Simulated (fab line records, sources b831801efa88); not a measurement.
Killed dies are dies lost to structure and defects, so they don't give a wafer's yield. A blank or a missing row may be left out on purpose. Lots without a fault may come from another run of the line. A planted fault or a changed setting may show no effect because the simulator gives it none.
Chamber matching | flow sky130 | SKY_VIA3_CMP_24 on cmp-01: 4 sister chambers
The step polishes, stops on SiO2, t overpolish 20 s, target thk 0 nm. 8 wafers are shown with their chamber, then 12 later ones without.

WAFERS WITH THEIR CHAMBER
wafer  | chamber | motor_current_A (A) | retaining_ring_pressure_frac
L087.5 | 2       | 9.8                 | 1.002
L087.6 | 1       | 10.7                | 0.999
L089.2 | 3       | 9.6                 | 0.994
L089.4 | 0       | 11.8                | 0.997
L089.6 | 0       | 12.0                | 0.994
L091.1 | 2       | 10.0                | 0.999
L091.2 | 1       | 10.6                | 1.003
L091.3 | 3       | 9.0                 | 1.000

WAFERS WITHOUT THEIR CHAMBER
wafer  | motor_current_A (A) | retaining_ring_pressure_frac
L092.1 | 9.8                 | 1.001
L092.3 | 9.4                 | 1.003
L092.4 | 10.5                | 1.001
L094.2 | 12.3                | 0.994
L094.3 | 9.6                 | 0.996
L094.5 | 10.0                | 1.006
L096.1 | 11.4                | 0.998
L096.3 | 10.3                | 1.001
L096.5 | 12.2                | 0.998
L095.1 | 9.5                 | 0.998
L095.2 | 10.9                | 0.995
L095.4 | 11.7                | 1.004

WHICH CHAMBER EACH WENT THROUGH
wafer  | from the rows above     | in truth
L092.1 | 2                       | 2
L092.3 | can't be placed: 3 or 2 | 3
L092.4 | can't be placed: 1 or 2 | 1
L094.2 | 0                       | 0
L094.3 | can't be placed: 3 or 2 | 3
L094.5 | can't be placed: 2 or 1 | 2
L096.1 | can't be placed: 0 or 1 | 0
L096.3 | can't be placed: 1 or 2 | 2
L096.5 | 0                       | 0
L095.1 | can't be placed: 3 or 2 | 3
L095.2 | can't be placed: 1 or 0 | 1
L095.4 | can't be placed: 0 or 1 | 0
Placed correctly: 3 of 12. Can't be placed from these rows: 9 (the true chamber is among the candidates in 9). Placed wrongly: 0.
How it was worked out, from the rows above alone: a wafer's distance from a chamber is the root of the sum, over the readings, of the square of ((its reading less the chamber's mean) divided by the reading's scatter). The wafer belongs to the nearest chamber; if the next one is less than 2 further off, it can't be placed. A chamber's mean is the mean of its shown wafers. The scatter: the root of (the sum of the squares of (reading less its chamber's mean) over the shown wafers, divided by (wafers less chambers)).
